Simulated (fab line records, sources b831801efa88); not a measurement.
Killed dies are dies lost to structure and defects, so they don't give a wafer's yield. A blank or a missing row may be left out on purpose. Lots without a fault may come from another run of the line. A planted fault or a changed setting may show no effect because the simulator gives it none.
Which tool did it? | flow sfq_line | 14 lots, 42 wafers sampled, at 4 steps of a route of 325

WHAT THE GAUGES READ, wafer by wafer
The record holds no reading of a measuring or inspecting step that can be judged against a usual standard deviation.

WHICH TOOL RAN EACH LOT (tool, then ch and the chambers of the sampled wafers, then the start)
lot  | SFQ_TRILAYER_I1_VIA_LITHO_PEB_052 | SFQ_TRILAYER_JJ_TRILAYER_DEP_SPUTTER_110 | SFQ_TRILAYER_I5_STRIP_STRIP_148   | SFQ_TRILAYER_I7_METRO_MEASURE_185
L235 | litho_track-01 ch 0, day 23 03:14 | pvd_sputter-04, day 45 01:12             | rie_metal-01 ch 0,1, day 60 11:30 | film_metro-02, day 68 08:25
L236 | litho_track-01 ch 0, day 23 18:51 | pvd_sputter-04, day 45 06:07             | rie_metal-01 ch 0,1, day 60 15:06 | film_metro-03, day 68 09:50
L238 | litho_track-03 ch 0, day 25 03:14 | pvd_sputter-06, day 46 01:13             | rie_metal-01 ch 0,1, day 60 19:54 | film_metro-02, day 68 12:38
L240 | litho_track-03, day 25 12:48      | pvd_sputter-06, day 51 18:14             | rie_metal-04 ch 1, day 63 07:05   | film_metro-01, day 68 18:26
L241 | litho_track-03, day 26 11:47      | pvd_sputter-04, day 52 22:31             | rie_metal-04 ch 0,1, day 65 17:53 | film_metro-01, day 70 11:53
L244 | litho_track-01 ch 0, day 27 02:40 | pvd_sputter-06, day 56 17:26             | rie_metal-01 ch 0,1, day 68 19:02 | film_metro-01, day 72 08:46
L245 | litho_track-03 ch 0, day 27 09:18 | pvd_sputter-04, day 57 03:11             | rie_metal-02 ch 0,1, day 68 20:02 | film_metro-02, day 72 15:42
L246 | litho_track-02 ch 0, day 34 05:30 | pvd_sputter-05, day 57 06:46             | rie_metal-02 ch 0,1, day 68 21:26 | film_metro-02, day 73 20:23
L247 | litho_track-02 ch 0, day 34 13:50 | pvd_sputter-06, day 57 12:48             | rie_metal-04 ch 1, day 69 05:38   | film_metro-01, day 74 12:39
L248 | litho_track-01 ch 0, day 35 06:33 | pvd_sputter-04, day 57 19:05             | rie_metal-04 ch 0,1, day 69 10:26 | film_metro-02, day 74 19:49
L252 | litho_track-03 ch 0, day 36 06:41 | pvd_sputter-04, day 64 16:44             | rie_metal-04 ch 1, day 70 10:17   | film_metro-03, day 76 01:26
L253 | litho_track-02 ch 0, day 37 00:42 | pvd_sputter-04, day 65 05:31             | rie_metal-04 ch 0, day 70 17:29   | film_metro-01, day 77 11:34
L254 | litho_track-03 ch 0, day 37 10:17 | pvd_sputter-05, day 65 16:19             | rie_metal-01 ch 0,1, day 71 07:53 | film_metro-03, day 80 14:25
L255 | litho_track-02 ch 0, day 37 13:53 | pvd_sputter-04, day 65 19:55             | rie_metal-04 ch 0,1, day 71 09:13 | film_metro-02, day 80 17:25
- SFQ_TRILAYER_I1_VIA_LITHO_PEB_052: peb time 60 s.
- SFQ_TRILAYER_JJ_TRILAYER_DEP_SPUTTER_110: material Al, target thk 8 nm, time 10 s.
- SFQ_TRILAYER_I5_STRIP_STRIP_148: strips in O2.
- SFQ_TRILAYER_I7_METRO_MEASURE_185

WHAT THE TOOLS THEMSELVES READ (means of the sampled wafers that have a number; where no wafer has one, the mark that the record gives instead)
SFQ_TRILAYER_I1_VIA_LITHO_PEB_052.
lot  | tool           | chill_plate_temp_C (C) | exhaust_pa (Pa)
L235 | litho_track-01 | 22.96                  | 45.8
L236 | litho_track-01 | 23.15                  | 44.7
L238 | litho_track-03 | 23.06                  | 44.4
L240 | litho_track-03 | -                      | -
L241 | litho_track-03 | -                      | -
L244 | litho_track-01 | 23.11                  | 44.9
L245 | litho_track-03 | 22.87                  | 44.5
L246 | litho_track-02 | 23.07                  | 45.8
L247 | litho_track-02 | 23.08                  | 45.0
L248 | litho_track-01 | 23.07                  | 45.1
L252 | litho_track-03 | 23.02                  | 44.6
L253 | litho_track-02 | 22.97                  | 44.9
L254 | litho_track-03 | 22.99                  | 44.1
L255 | litho_track-02 | 22.92                  | 45.3

SFQ_TRILAYER_JJ_TRILAYER_DEP_SPUTTER_110.
lot  | tool           | throttle_valve_pct (%)
L235 | pvd_sputter-04 | 30.1
L236 | pvd_sputter-04 | 30.2
L238 | pvd_sputter-06 | 30.3
L240 | pvd_sputter-06 | 28.7
L241 | pvd_sputter-04 | 30.5
L244 | pvd_sputter-06 | 29.1
L245 | pvd_sputter-04 | 30.1
L246 | pvd_sputter-05 | 30.3
L247 | pvd_sputter-06 | 30.0
L248 | pvd_sputter-04 | 31.0
L252 | pvd_sputter-04 | 30.7
L253 | pvd_sputter-04 | 29.8
L254 | pvd_sputter-05 | 30.5
L255 | pvd_sputter-04 | 30.4

SFQ_TRILAYER_I5_STRIP_STRIP_148.
lot  | tool         | drypump_motor_current_A (A) | oes_product_au (a.u.)
L235 | rie_metal-01 | 6.0                         | 0.999
L236 | rie_metal-01 | 6.0                         | 0.985
L238 | rie_metal-01 | 5.9                         | 0.999
L240 | rie_metal-04 | 5.0                         | 0.991
L241 | rie_metal-04 | 5.4                         | 0.991
L244 | rie_metal-01 | 6.0                         | 0.989
L245 | rie_metal-02 | 5.2                         | 1.000
L246 | rie_metal-02 | 5.6                         | 1.002
L247 | rie_metal-04 | 5.0                         | 0.992
L248 | rie_metal-04 | 5.9                         | 0.993
L252 | rie_metal-04 | 5.0                         | 0.981
L253 | rie_metal-04 | 6.2                         | 0.999
L254 | rie_metal-01 | 5.9                         | 1.001
L255 | rie_metal-04 | 5.8                         | 0.993

SFQ_TRILAYER_I7_METRO_MEASURE_185.
lot  | tool          | thk_nm (nm)
L235 | film_metro-02 | 199.6
L236 | film_metro-03 | 197.4
L238 | film_metro-02 | 199.9
L240 | film_metro-01 | 198.3
L241 | film_metro-01 | 198.9
L244 | film_metro-01 | 200.0
L245 | film_metro-02 | 199.5
L246 | film_metro-02 | 197.8
L247 | film_metro-01 | 198.3
L248 | film_metro-02 | 201.6
L252 | film_metro-03 | 198.3
L253 | film_metro-01 | 199.3
L254 | film_metro-03 | 200.1
L255 | film_metro-02 | 198.8

THE ANSWER, worked out from the rows above alone
Rule: what is usual is taken from the lots themselves. Put in order of their means at a reading, lots are off if they are a third of the lots or fewer, leave a main group of 4 or more, and stand apart from it by a gap of 3 or more times the standard deviation of the main group's means; of several such gaps the widest counts. A main group whose means are all the same, to the digits that the tables above print for the reading, isn't used. A lot without any number at a reading at which 4 lots or more have one is off too. The other lots that the step has rows for count as sound. The gauges are gone through in route order, then the tools' own readings, and for those a lot's mean is taken as printed above. The first step at which some lot is off is used, and at that step the reading that is off furthest; a lot without a number counts as furthest.
Off: L240, L241, at SFQ_TRILAYER_I1_VIA_LITHO_PEB_052 (chill_plate_temp_C). Without a number there: L240, L241. The main group: mean 23.02 C, standard deviation 0.079.
A tool fits if, at that step or a process step before it, it ran every lot that is off, and no sound lot after the first of them. None of those tried fits.

WHAT THE SIMULATOR HAD PUT IN
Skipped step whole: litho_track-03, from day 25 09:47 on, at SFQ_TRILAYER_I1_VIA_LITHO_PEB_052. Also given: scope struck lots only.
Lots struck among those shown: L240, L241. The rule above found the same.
